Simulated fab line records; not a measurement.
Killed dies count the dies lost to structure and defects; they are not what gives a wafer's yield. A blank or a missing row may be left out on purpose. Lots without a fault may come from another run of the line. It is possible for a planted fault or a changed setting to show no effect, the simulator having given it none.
fab line records	flow sky130
record lots=6	wafers=18	lastDay=50
route steps=708 shown VIA3@587 METAL4@598 PAD_OPEN@708
lots with no fault: from the same line, run without faults
startH: hours from the record's opening day to when the first of the lot's shown wafers began	waitH: how many hours have passed since the lot's step before this one	" repeats the value in the row above	L1.1+2: several wafers, shown together as one row	- no value, or no start given	* or withheld: withheld	< > ~ a bound
route shown NAME@n: a module of which the file shows steps, and the number in the route of the first	usual: mean/standard deviation taken from wafers without a fault	same: alike in all rows	chamber/n: place in a boat	sites: each site's reading	_std_site: standard deviation across them	_edge_site: outer sites' mean less inner sites'	radiusMm: how far each site lies from the wafer's centre	mask NAME#n: copy n	behind: the most recent tool/chamber to have shaped the wafer	hold: why the lot was held/for how many hours/how that ended	device: whichever transistor did not switch (one of n, p or np)	end of line: tests run on the same wafers once the route is complete	a step without rows: its recipe alone	killed: the dies lost at the first sort to structure and to defects; this is not the yield of the wafer	map: shows each die of a wafer: x if killed, . if not, _ if none is there
set.NAME: setting as actually run; set.NAME@STEP: the setting as run at that earlier step	model.NAME: the simulator's own value behind a step, which no gauge read
a table for each step, a row for each wafer; lots at some steps of the route
services: when a tool's chamber went out of use (startH, in hours from the record's first day, below 0 if earlier), for how many hours, and the reason
## steps
# step SKY_VIA3_ETCH_14
# recipe chemistry=N2/H2	target=BARC	ionEnergyEv=200	sourceW=500	biasW=100	pressureMtorr=30	n2FlowSccm=100	h2FlowSccm=200	stopOn=SiO2	timeS=45.9	targetDepthA=600
# usual drypumpMotorCurrentA=5.7/0.36	oesProductAu=0.858/0.0045	throttleValvePct=13.225/0.0099
lot.wafer	tool	chamber	startH	waitH	drypumpMotorCurrentA	oesProductAu	rfHoursCounterH	throttleValvePct
L589.2	rieDiel-04	1	935.02	0.0	5.8	0.866	5	13.222
L589.4	"	0	"	"	6.1	0.865	28	13.229
L589.5	"	0	"	"	6.1	0.857	-	13.213
L595.3	rieDiel-02	3	979.54	0.0	5.8	0.854	4	13.209
L595.4	"	2	"	"	5.8	0.846	-	13.240
L595.5	"	0	"	"	5.7	0.852	-	13.234
L605.2	rieDiel-02	0	1045.14	0.0	5.7	0.856	10	13.216
L605.3	"	1	"	"	5.0	0.860	14	13.216
L605.5	"	3	"	"	5.9	0.857	-	13.218
L608.1	rieDiel-01	2	1064.67	0.0	5.8	0.855	30	13.222
L608.2	"	3	"	"	6.2	0.858	18	13.226
L608.6	"	2	"	"	5.8	0.858	-	13.206
L610.1	rieDiel-04	0	1071.09	0.0	6.0	0.859	2	13.225
L610.4	"	2	"	"	5.1	0.854	14	13.229
L610.5	"	1	"	"	5.8	0.860	-	13.223
L612.1	rieDiel-04	1	1084.92	0.0	5.8	0.849	11	13.211
L612.2	"	3	"	"	6.1	0.858	25	13.225
L612.3	"	2	"	"	5.1	0.861	14	13.213
# step SKY_VIA3_ETCH_15
# recipe target=SiO2	chemistry=C4F8/O2/Ar	targetDepthNm=507	stopOn=TiN	maskMaterial=KrF-thick	sourceW=1500	biasW=1200	pressureMtorr=40	c4f8FlowSccm=withheld	O2_flow_sccm=6	Ar_flow_sccm=300	timeS=78
# usual oesProductAu=0.946/0.0047
lot.wafer	tool	chamber	startH	waitH	oesProductAu	rfHoursCounterH
L589.2	rieDiel-04	1	935.06	0.0	0.940	5
L589.4	"	0	"	"	0.939	28
L589.5	"	0	"	"	0.957	-
L595.3	rieDiel-02	3	979.59	0.0	0.952	4
L595.4	"	2	"	"	0.945	-
L595.5	"	0	"	"	0.947	-
L605.2	rieDiel-02	0	1045.19	0.0	0.948	10
L605.3	"	1	"	"	0.942	14
L605.5	"	3	"	"	0.950	-
L608.1	rieDiel-01	2	1064.71	0.0	0.943	30
L608.2	"	3	"	"	0.951	18
L608.6	"	2	"	"	0.945	-
L610.1	rieDiel-04	0	1071.14	0.0	0.943	2
L610.4	"	2	"	"	0.944	14
L610.5	"	1	"	"	0.946	-
L612.1	rieDiel-04	1	1084.96	0.0	0.954	11
L612.2	"	3	"	"	0.948	25
L612.3	"	2	"	"	0.948	14
# step SKY_VIA3_STRIP_16
# recipe chemistry=O2/N2	powerW=1400	pressureMtorr=1500	platenTempC=withheld	o2FlowSccm=3000	n2FlowSccm=300	overashFraction=0.5
# usual drypumpMotorCurrentA=6.1/0.44	oesProductAu=0.402/0.0052	stripTimeToEndpointS=4.143/0.025
lot.wafer	tool	chamber	startH	waitH	drypumpMotorCurrentA	oesProductAu	rfHoursCounterH	stripTimeToEndpointS
L589.2	plasmaAsher-02	1	935.12	0.0	5.4	0.407	74	4.152
L589.4	"	0	"	"	5.9	0.400	-	4.159
L589.5	"	0	"	"	6.0	0.408	-	4.186
L595.3	plasmaAsher-02	0	979.68	0.1	6.0	0.404	-	4.155
L595.4	"	1	"	"	5.4	0.400	-	4.163
L595.5	"	1	"	"	5.4	0.395	-	4.140
L605.2	plasmaAsher-01	0	1045.25	0.0	6.7	0.387	60	4.117
L605.3	"	0	"	"	6.7	0.403	-	4.114
L605.5	"	0	"	"	6.7	0.390	-	4.098
L608.1	plasmaAsher-02	1	1064.77	0.0	5.4	0.410	86	4.177
L608.2	"	0	"	"	6.0	0.406	86	4.138
L608.6	"	1	"	"	5.4	0.407	-	4.172
L610.1	plasmaAsher-04	1	1071.20	0.0	5.8	0.399	1	4.168
L610.4	"	1	"	"	5.8	0.407	-	4.157
L610.5	"	1	"	"	5.8	0.403	-	4.154
L612.1	plasmaAsher-01	0	1085.02	0.0	6.7	0.398	64	4.152
L612.2	"	1	"	"	6.4	0.402	64	4.146
L612.3	"	1	"	"	6.4	0.407	-	4.161
# step SKY_VIA3_STRIP_17
# recipe chemistry=postEtchResidueRemover	timeS=1200	tempC=72.5
# step SKY_VIA3_CLEAN_18
# recipe chemistry=IPA	timeS=180	tempC=25
# step SKY_VIA3_CLEAN_19
# recipe chemistry=O3/DIW	dry=n2Spin
# step SKY_VIA3_SPUTTER_20
# recipe material=TiN	targetThkNm=20	chamberPressurePa=5	powerW=4000	timeS=80
# step SKY_VIA3_CVD_21
# recipe material=W	targetThkNm=390	timeS=117.31	tempC=400	pressureTorr=40
# step SKY_VIA3_RS_MEAS_22
# recipe thkMeasGauge=four-point-probe	reads=W_of_VIA3_CVD_21+TiN_of_VIA3_SPUTTER_20
# usual VIA3_W_RS=0.295/0.0046
lot.wafer	tool	chamber	startH	waitH	VIA3_W_RS[ohm/sq]
L589.2	filmMetro-02	-	936.07	0.2	0.300
L589.4	"	-	"	"	0.301
L589.5	"	-	"	"	0.301
L595.3	filmMetro-02	-	980.46	0.1	0.300
L595.4	"	-	"	"	0.300
L595.5	"	-	"	"	0.294
L605.2	filmMetro-02	-	1046.10	0.1	0.300
L605.3	"	-	"	"	0.297
L605.5	"	-	"	"	0.299
L608.1	filmMetro-01	-	1065.55	0.1	0.295
L608.2	"	-	"	"	0.296
L608.6	"	-	"	"	0.297
L610.1	filmMetro-01	-	1071.97	0.1	0.295
L610.4	"	-	"	"	0.294
L610.5	"	-	"	"	0.294
L612.1	filmMetro-01	-	1085.83	0.1	0.298
L612.2	"	-	"	"	0.292
L612.3	"	-	"	"	0.301
# step SKY_VIA3_THK_MEAS_23
# recipe thkMeasGauge=xrf	reads=W_of_VIA3_CVD_21
# usual VIA3_W_THK=389/6.3
lot.wafer	tool	chamber	startH	waitH	VIA3_W_THK[nm]
L589.2	filmMetro-02	-	936.18	0.1	380
L589.4	"	-	"	"	378
L589.5	"	-	"	"	380
L595.3	filmMetro-02	-	980.56	0.1	384
L595.4	"	-	"	"	381
L595.5	"	-	"	"	389
L605.2	filmMetro-02	-	1046.21	0.1	380
L605.3	"	-	"	"	384
L605.5	"	-	"	"	381
L608.1	filmMetro-01	-	1065.67	0.1	389
L608.2	"	-	"	"	387
L608.6	"	-	"	"	384
L610.1	filmMetro-01	-	1072.09	0.1	390
L610.4	"	-	"	"	389
L610.5	"	-	"	"	388
L612.1	filmMetro-01	-	1085.95	0.1	385
L612.2	"	-	"	"	400
L612.3	"	-	"	"	386
# step SKY_VIA3_CMP_24
# recipe stopOn=SiO2	tOverpolishS=20	downForcePsi=3.5	platenRpm=60	targetThkNm=0	padVelocityMS=0.94248
# step SKY_METAL4_SPUTTER_00
# recipe material=Ti	targetThkNm=15	powerW=3000	timeS=10	chamberPressurePa=0.4
# usual chamberPressurePa=0.4001/0.00082	throttleValvePct=30.1/0.78
lot.wafer	tool	chamber	startH	waitH	chamberPressurePa	throttleValvePct
L589.2	pvdSputter-02	-	936.53	0.1	0.3995	30.7
L589.4	"	-	"	"	0.4015	32.0
L589.5	"	-	"	"	0.4001	32.2
L595.3	pvdSputter-03	-	980.90	0.1	0.4018	31.2
L595.4	"	-	"	"	0.3997	29.0
L595.5	"	-	"	"	0.3999	29.5
L605.2	pvdSputter-03	-	1046.56	0.2	0.3999	30.1
L605.3	"	-	"	"	0.3987	29.7
L605.5	"	-	"	"	0.3984	29.7
L608.1	pvdSputter-03	-	1066.07	0.1	0.3988	29.5
L608.2	"	-	"	"	0.4000	31.1
L608.6	"	-	"	"	0.3997	29.9
L610.1	pvdSputter-04	-	1072.45	0.1	0.4015	30.4
L610.4	"	-	"	"	0.4016	29.8
L610.5	"	-	"	"	0.4006	30.2
L612.1	pvdSputter-04	-	1086.31	0.1	0.4008	30.5
L612.2	"	-	"	"	0.3998	29.3
L612.3	"	-	"	"	0.3986	29.9
# step SKY_METAL4_SPUTTER_01
# recipe material=TiN	targetThkNm=20	powerW=6500	timeS=16.7	chamberPressurePa=0.4
# usual chamberPressurePa=0.4001/0.00076	throttleValvePct=30.2/0.78
lot.wafer	tool	chamber	startH	waitH	chamberPressurePa	throttleValvePct	model.TiN_of_METAL4_SPUTTER_01.thkNm
L589.2	pvdSputter-02	-	936.55	0.0	0.4005	30.7	19.97
L589.4	"	-	"	"	0.4008	32.1	19.91
L589.5	"	-	"	"	0.3995	32.3	19.8
L595.3	pvdSputter-03	-	980.92	0.0	0.3998	31.1	20.02
L595.4	"	-	"	"	0.3995	29.2	20.24
L595.5	"	-	"	"	0.4017	29.7	20.13
L605.2	pvdSputter-03	-	1046.58	0.0	0.4002	30.1	22.24
L605.3	"	-	"	"	0.4002	29.6	22.18
L605.5	"	-	"	"	0.3998	29.7	22.13
L608.1	pvdSputter-03	-	1066.10	0.0	0.4003	29.8	22.1
L608.2	"	-	"	"	0.3996	30.9	22.05
L608.6	"	-	"	"	0.4012	30.2	22.17
L610.1	pvdSputter-04	-	1072.47	0.0	0.4014	30.6	19.79
L610.4	"	-	"	"	0.4001	29.9	19.97
L610.5	"	-	"	"	0.3998	30.2	19.83
L612.1	pvdSputter-04	-	1086.34	0.0	0.4008	30.4	20.01
L612.2	"	-	"	"	0.4000	29.2	19.66
L612.3	"	-	"	"	0.4005	29.8	20.17
# step SKY_METAL4_SPUTTER_02
# recipe material=AlCu	targetThkNm=735	powerW=10600	timeS=39.1	chamberPressurePa=0.4
# usual chamberPressurePa=0.4000/0.00079	throttleValvePct=30.2/0.79
lot.wafer	tool	chamber	startH	waitH	chamberPressurePa	throttleValvePct
L589.2	pvdSputter-02	-	936.58	0.0	0.4011	30.4
L589.4	"	-	"	"	0.4000	32.0
L589.5	"	-	"	"	0.3989	32.4
L595.3	pvdSputter-03	-	980.95	0.0	0.4000	31.2
L595.4	"	-	"	"	0.4006	29.3
L595.5	"	-	"	"	0.4002	29.5
L605.2	pvdSputter-03	-	1046.60	0.0	0.4009	29.9
L605.3	"	-	"	"	0.4000	29.8
L605.5	"	-	"	"	0.3987	29.9
L608.1	pvdSputter-03	-	1066.12	0.0	0.4005	29.6
L608.2	"	-	"	"	0.3998	31.0
L608.6	"	-	"	"	0.3997	29.7
L610.1	pvdSputter-04	-	1072.50	0.0	0.4004	30.5
L610.4	"	-	"	"	0.4004	30.1
L610.5	"	-	"	"	0.4005	29.9
L612.1	pvdSputter-04	-	1086.36	0.0	0.4007	30.2
L612.2	"	-	"	"	0.4006	29.4
L612.3	"	-	"	"	0.3997	30.0
# step SKY_PAD_OPEN_PROBE_99
# usual defectLimitedYield=82.5/2	killed_at_M0_to_M3=44/6.8	killed_at_M4_up=2.9/1.7	killedAtContacts=24/5.2	killedAtFrontEnd=15/4	killedAtOther=0.2/0.44	killedDies=86/9.9	killedOpen=47/7.9	killedShort=39/6.3	sort_bin_3_pad_short=0.8/0.38	sort_bin_5_function=10.5/1.5	sort_bin_6_memory=6.2/1.1	sortNPass=406/9.9	sortYieldPct=82.5/2
# same grossDies=492	killedAtBackSide=0	sort_bin_4_leakage[%]=0	sort_bin_8_speed[%]=0
lot.wafer	tool	chamber	startH	waitH	defectLimitedYield[%]	killed_at_M0_to_M3	killed_at_M4_up	killedAtContacts	killedAtFrontEnd	killedAtOther	killedDies	killedOpen	killedShort	sort_bin_3_pad_short[%]	sort_bin_5_function[%]	sort_bin_6_memory[%]	sortNPass	sortYieldPct[%]
L589.2	prober-01	-	1082.53	0.1	83.9	41	1	18	19	0	79	41	36	0.4	10.0	5.7	413	83.9
L589.4	prober-01	-	1082.63	0.2	80.9	45	2	25	22	0	94	52	34	0.8	12.4	5.9	398	80.9
L589.5	prober-01	-	1082.68	0.2	80.3	53	3	23	18	0	97	49	48	1.0	12.8	5.9	395	80.3
L595.3	prober-01	-	1119.83	0.2	84.3	38	1	24	14	0	77	47	30	0.8	10.0	4.9	415	84.3
L595.4	prober-01	-	1119.88	0.2	83.3	45	1	25	11	0	82	44	38	0.8	9.8	6.1	410	83.3
L595.5	prober-01	-	1119.93	0.2	82.5	45	3	26	12	0	86	50	35	0.8	11.6	5.1	406	82.5
L608.1	prober-02	-	1186.33	0.1	81.1	45	3	31	14	0	93	53	40	0.8	12.8	5.3	399	81.1
L608.2	prober-02	-	1186.38	0.1	85.2	42	6	14	11	0	73	39	33	1.2	8.7	4.9	419	85.2
L608.6	prober-02	-	1186.58	0.2	84.6	45	1	17	12	1	76	34	42	0.8	8.7	5.9	416	84.6
L610.1	prober-02	-	1192.84	0.1	81.3	37	4	33	18	0	92	54	38	0.8	11.6	6.3	400	81.3
L610.4	prober-02	-	1192.99	0.2	82.3	49	1	18	19	0	87	47	40	0.6	10.4	6.7	405	82.3
L610.5	prober-02	-	1193.04	0.2	83.7	40	3	23	14	0	80	42	38	1.0	9.8	5.5	412	83.7
# killed by level:class
L589.2 VIA1:geometricParticle:open=10 VIA1:geometricParticle:short=7 LI_CONTACT:geometricParticle:open=6 CONTACT:geometricParticle:open=6 VIA3:geometricParticle:open=6 METAL1:geometricParticle:short=5 VIA2:geometricParticle:open=5 FIELD_ISO:geometricParticle:open=4
L589.4 VIA1:geometricParticle:open=14 CONTACT:geometricParticle:open=10 CONTACT:geometricParticle:short=6 VIA1:geometricParticle:short=6 LI_CONTACT:geometricParticle:open=5 METAL2:geometricParticle:open=5 SD_N:coatMicrobubblePrinted=5 FIELD_ISO:geometricParticle:open=4
L589.5 VIA1:geometricParticle:open=12 METAL1:geometricParticle:short=8 LI_CONTACT:geometricParticle:open=7 METAL2:geometricParticle:short=7 CONTACT:geometricParticle:open=6 VIA3:geometricParticle:open=6 CONTACT:geometricParticle:short=5 FIELD_ISO:geometricParticle:open=4
L595.3 VIA1:geometricParticle:open=13 CONTACT:geometricParticle:open=12 FIELD_ISO:geometricParticle:open=8 METAL1:geometricParticle:short=7 FIELD_ISO:geometricParticle:short=4 LI_CONTACT:geometricParticle:open=4 CONTACT:geometricParticle:short=4 VIA1:geometricParticle:short=3
L595.4 VIA1:geometricParticle:open=10 LI_CONTACT:geometricParticle:open=8 CONTACT:geometricParticle:open=8 METAL1:geometricParticle:short=5 VIA1:geometricParticle:short=5 METAL2:geometricParticle:short=5 VIA2:geometricParticle:open=5 METAL3:geometricParticle:short=4
L595.5 VIA1:geometricParticle:open=13 CONTACT:geometricParticle:open=11 VIA3:geometricParticle:open=9 LI_CONTACT:geometricParticle:open=6 METAL1:geometricParticle:short=5 VIA1:geometricParticle:short=5 FIELD_ISO:geometricParticle:open=4 METAL2:geometricParticle:short=4
L608.1 VIA1:geometricParticle:open=11 LI_CONTACT:geometricParticle:open=10 CONTACT:geometricParticle:open=10 LOCAL_INTERCONNECT:geometricParticle:short=8 VIA3:geometricParticle:open=7 VIA3:geometricParticle:short=6 VIA2:geometricParticle:open=5 VIA1:geometricParticle:short=5
L608.2 VIA1:geometricParticle:open=12 METAL1:geometricParticle:short=7 CONTACT:geometricParticle:open=6 VIA1:geometricParticle:short=6 VIA2:geometricParticle:open=5 VIA3:geometricParticle:open=4 METAL2:geometricParticle:short=4 CONTACT:geometricParticle:short=3
L608.6 METAL1:geometricParticle:short=9 VIA1:geometricParticle:open=8 VIA1:geometricParticle:short=7 VIA2:geometricParticle:open=5 FIELD_ISO:geometricParticle:short=4 LOCAL_INTERCONNECT:geometricParticle:short=4 CONTACT:geometricParticle:short=4 CONTACT:geometricParticle:open=4
L610.1 CONTACT:geometricParticle:open=12 VIA3:geometricParticle:open=9 VIA1:geometricParticle:open=8 VIA2:geometricParticle:open=7 LI_CONTACT:geometricParticle:open=7 FIELD_ISO:geometricParticle:short=6 FIELD_ISO:geometricParticle:open=6 CONTACT:geometricParticle:short=6
L610.4 VIA1:geometricParticle:open=11 VIA2:geometricParticle:open=9 METAL1:geometricParticle:short=8 CONTACT:geometricParticle:open=7 VIA3:geometricParticle:open=7 POLY_GATE:geometricParticle:short=6 FIELD_ISO:geometricParticle:open=4 FIELD_ISO:geometricParticle:short=4
L610.5 CONTACT:geometricParticle:open=12 VIA2:geometricParticle:open=8 METAL1:geometricParticle:short=7 VIA1:geometricParticle:open=6 CONTACT:geometricParticle:short=6 POLY_GATE:geometricParticle:short=5 VIA3:geometricParticle:open=5 POLY_GATE:geometricParticle:open=4
## services
tool	chamber	startH	hours	kind
rieDiel-04	0	931.60	1.3	repair
pvdSputter-03	2	932.65	-	consumableReplace:kit
pvdSputter-03	2	932.65	18.0	scheduledDown
pvdSputter-03	2	932.65	18.0	ventCycle
rieDiel-02	2	937.65	4.1	repair
rieDiel-02	1	939.29	53.1	repair
plasmaAsher-04	-	940.01	3.9	repair
rieDiel-02	3	946.06	9.6	repair
pvdSputter-04	-	954.05	1.5	repair
rieDiel-02	3	958.68	11.3	repair
pvdSputter-03	-	963.17	1.2	repair
pvdSputter-04	1	964.25	-	consumableReplace:kit
rieDiel-04	0	999.29	8.2	repair
rieDiel-02	2	1035.85	15.6	repair
pvdSputter-03	-	1040.02	1.5	repair
plasmaAsher-02	-	1045.26	0.8	repair
pvdSputter-03	1	1052.77	-	consumableReplace:kit
pvdSputter-03	1	1052.77	18.0	scheduledDown
pvdSputter-03	1	1052.77	18.0	ventCycle
plasmaAsher-02	-	1053.79	2.8	pm
plasmaAsher-04	-	1055.25	9.0	pm
plasmaAsher-04	-	1057.18	1.9	repair
rieDiel-04	-	1076.46	2.2	repair
rieDiel-02	-	1076.74	28.1	pm
## key
firstSign none at tools or gauges
modelEffect step=SKY_METAL4_SPUTTER_01	value=TiN_of_METAL4_SPUTTER_01.thkNm	without=20.07	struck=22.14
metAt SKY_METAL4_SPUTTER_01
struckWafers L605.2,L605.3,L605.5,L608.1,L608.2,L608.6
onsetBetween 980.92 1046.58
alsoFits SKY_METAL4_SPUTTER_00:pvdSputter-03
fault kind=processParameterDrift	tool=pvdSputter-03	chamber=-	onsetH=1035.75	steps=SKY_METAL4_SPUTTER_01	channel=timeS	offset=*	shape=step	endH=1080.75	actsIn=*	stated=*
